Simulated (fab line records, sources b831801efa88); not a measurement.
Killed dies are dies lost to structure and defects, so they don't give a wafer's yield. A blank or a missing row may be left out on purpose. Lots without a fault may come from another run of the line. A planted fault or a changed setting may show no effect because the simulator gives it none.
A struck lot beside a sound one | flow sky130 | 24 steps out of a route of 708
Sound: wafers L109.2, L109.3, L109.4. Struck: wafers L119.2, L119.4, L119.6. The cause comes at the end.
At each step with rows: each side's tool, then ch and its chambers, then its first start. Under that, the readings that differ: sound wafers | struck wafers | difference of the means | sigmas: that difference in standard deviations of wafers without a fault.
alike: readings whose means differ by less than 2 such deviations, and words and numbers that are the same on both sides. not compared: withheld readings, readings that some wafer has no value for, bounds like >300 that may hide the same value, and numbers for which the record gives no deviation and whose values overlap.
The two part at a step that has a row with sigmas, a row that says differs or no value, or rows on one side only. Numbers that don't overlap but have no deviation are shown without sigmas and don't part them. A reading that every wafer of one side lacks parts them only if that side has two wafers or more.

SKY_LI_CONTACT_SPUTTER_19: material Ti, target thk 20 nm, time 106.37 s.
  sound on pvd_sputter-01, day 29 17:59; struck on pvd_sputter-02, day 33 13:36
  alike: chamber_pressure_pa, throttle_valve_pct
SKY_LI_CONTACT_SPUTTER_20: material TiN, target thk 20 nm, time 80 s.
  sound on pvd_sputter-01, day 29 18:04; struck on pvd_sputter-02, day 33 13:41
  alike: chamber_pressure_pa, throttle_valve_pct
SKY_LI_CONTACT_CVD_21: deposits W, target thk 400 nm, time 120.56 s.
  sound on cvd_w-02 ch 0,1, day 29 18:08; struck on cvd_w-02 ch 0,1, day 33 13:44
  alike: heater_power_w
SKY_LI_CONTACT_RS_MEAS_22: measures by four-point-probe.
  sound on film_metro-04, day 29 18:16; struck on film_metro-01, day 33 13:53
  alike: LI_CONTACT_W_RS
SKY_LI_CONTACT_THK_MEAS_23: measures by xrf.
  sound on film_metro-04, day 29 18:23; struck on film_metro-01, day 33 14:00
  alike: LI_CONTACT_W_THK
SKY_LI_CONTACT_CMP_24: polishes, stops on PSG, t overpolish 20 s, target thk 0 nm.
  sound on cmp-01 ch 0,2,3, day 29 18:26; struck on cmp-02 ch 0,1,3, day 33 14:09
  alike: motor_current_A, overpolish_run_s, time_to_endpoint_s
SKY_LOCAL_INTERCONNECT_SPUTTER_00: material TiN, target thk 100 nm, time 83.3 s.
  sound on pvd_sputter-04, day 29 18:44; struck on pvd_sputter-01, day 33 14:21
  alike: chamber_pressure_pa, throttle_valve_pct
SKY_LOCAL_INTERCONNECT_RS_MEAS_01: measures by four-point-probe.
  sound on film_metro-01, day 29 18:49; struck on film_metro-03, day 33 14:26
  alike: LOCAL_INTERCONNECT_TIN_RS
SKY_LOCAL_INTERCONNECT_THK_MEAS_02: measures by xrf.
  sound on film_metro-01, day 29 18:55; struck on film_metro-03, day 33 14:32
  alike: LOCAL_INTERCONNECT_TIN_THK
then, 3 steps without rows for these wafers: SKY_LOCAL_INTERCONNECT_DEHYDRATE_03 (time 60 s); SKY_LOCAL_INTERCONNECT_HMDS_04 (prime time 60 s); SKY_LOCAL_INTERCONNECT_COAT_05 (resist thk 60 nm).
SKY_LOCAL_INTERCONNECT_COAT_06: resist thk 450 nm.
  sound on litho_track-03 ch 0, day 30 08:00; struck on litho_track-01 ch 0, day 34 03:00
  reading                                                   | sound                | struck               | difference | sigmas
  spin_speed_rpm (rpm)                                      | 3001.9 3003.5 3002.9 | 3151.6 3151.5 3153.3 | +149.4     | +79
  model.KrF-thick_of_LOCAL_INTERCONNECT_COAT_06.thk_nm (nm) | 451.7 451.2 452.4    | 438.8 438.8 437.2    | -13.5      |
  alike: dispense_pressure_kPa
then, 4 steps without rows for these wafers: SKY_LOCAL_INTERCONNECT_SOFTBAKE_07 (time 90 s); SKY_LOCAL_INTERCONNECT_EXPOSE_08 (exposes mask LI1M, target cd 170 nm); SKY_LOCAL_INTERCONNECT_PEB_09; SKY_LOCAL_INTERCONNECT_DEVELOP_10 (develop time 60 s).
SKY_LOCAL_INTERCONNECT_CD_MEAS_11: target cd 170 nm.
  sound on cd_sem-01, day 30 23:19; struck on cd_sem-01, day 34 16:56
  reading    | sound             | struck            | difference | sigmas
  cd_nm (nm) | 171.4 171.0 170.8 | 166.9 166.9 167.1 | -4.1       | -3
SKY_LOCAL_INTERCONNECT_OVL_MEAS_12:
  sound on overlay-02, day 30 23:25; struck on overlay-01, day 34 17:03
  alike: LOCAL_INTERCONNECT_OVL
then, 1 step without rows for these wafers: SKY_LOCAL_INTERCONNECT_ETCH_13 (etches BARC in N2/H2, stops on SiO2, time 45.9 s, target depth 60 nm).
SKY_LOCAL_INTERCONNECT_METAL_ETCH_14: etches TiN in Cl2/BCl3, stops on PSG, target depth 110 nm, time 31.4 s.
  sound on rie_metal-04 ch 0,1, day 30 23:31; struck on rie_metal-03 ch 0,1, day 34 17:08
  reading                                                   | sound           | struck            | difference | sigmas
  model.KrF-thick_of_LOCAL_INTERCONNECT_COAT_06.thk_nm (nm) | 349 348.8 352.5 | 337.8 336.9 336.2 | -13.1      |
  alike: drypump_motor_current_A, mfc_cl2_sccm, oes_product_au, throttle_valve_pct
  not compared: rf_hours_counter_h
SKY_LOCAL_INTERCONNECT_STRIP_15: strips in O2/N2.
  sound on plasma_asher-02 ch 0,1, day 30 23:34; struck on plasma_asher-04 ch 0,1, day 34 17:12
  reading                      | sound             | struck            | difference | sigmas
  strip_time_to_endpoint_s (s) | 4.727 4.724 4.765 | 4.607 4.583 4.584 | -0.147     | -8
  alike: drypump_motor_current_A, oes_product_au
  not compared: rf_hours_counter_h
then, 2 steps without rows for these wafers: SKY_LOCAL_INTERCONNECT_STRIP_16 (strips in post etch residue remover, time 1200 s); SKY_PAD_OPEN_PROBE_99.

WHERE THEY PART
First at SKY_LOCAL_INTERCONNECT_COAT_06; last, within this record, at SKY_LOCAL_INTERCONNECT_STRIP_15.

WHY: what the simulator had put in
Process parameter drift: litho_track-01, from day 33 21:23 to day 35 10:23, at SKY_LOCAL_INTERCONNECT_COAT_06. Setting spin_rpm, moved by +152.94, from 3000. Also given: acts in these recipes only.
